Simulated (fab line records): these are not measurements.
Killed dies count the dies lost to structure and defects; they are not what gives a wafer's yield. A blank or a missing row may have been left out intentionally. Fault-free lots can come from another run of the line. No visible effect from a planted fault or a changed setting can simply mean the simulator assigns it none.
Chamber matching / flow gf180mcu / GF_V1_CMP_04 on cmp-01 has 4 sister chambers
The step polishes SiO2. 4 wafers are shown with their chamber, then 7 later ones without.

== WAFERS, EACH WITH ITS CHAMBER ==
wafer=L471.1; chamber=1; motor current A (A)=13.7
wafer=L472.1; chamber=0; motor current A (A)=12.7
wafer=L473.2; chamber=2; motor current A (A)=14.6
wafer=L473.3; chamber=3; motor current A (A)=14.2

== WAFERS WITHOUT THEIR CHAMBER ==
wafer=L473.6; motor current A (A)=13.1
wafer=L480.1; motor current A (A)=14.8
wafer=L480.3; motor current A (A)=13.8
wafer=L480.6; motor current A (A)=12.4
wafer=L487.2; motor current A (A)=13.4
wafer=L487.3; motor current A (A)=14.8
wafer=L487.6; motor current A (A)=13.8

== WHICH CHAMBER EACH WENT THROUGH ==
wafer=L473.6; from the rows above=can't be placed: 0 or 1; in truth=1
wafer=L480.1; from the rows above=can't be placed: 2 or 3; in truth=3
wafer=L480.3; from the rows above=can't be placed: 1 or 3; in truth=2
wafer=L480.6; from the rows above=0; in truth=0
wafer=L487.2; from the rows above=can't be placed: 1 or 0 or 3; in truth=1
wafer=L487.3; from the rows above=can't be placed: 2 or 3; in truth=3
wafer=L487.6; from the rows above=can't be placed: 1 or 3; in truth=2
Correctly placed: 1 of 7. From these rows, 6 cannot be placed; in 4 the true chamber is one of the candidates. Placed wrongly: 0.
How it was worked out, from the rows above alone: a wafer's distance from a chamber is the root of the sum, over the readings, of the square of ((its reading less the chamber's mean) divided by the reading's scatter). The wafer belongs to the nearest chamber; if the next one is less than 2 further off, it can't be placed. The mean given for a chamber averages the wafers shown for that chamber. The scatter: with one shown wafer a chamber, the root of the mean of the squares of how far each hidden wafer lies from its nearest shown one.
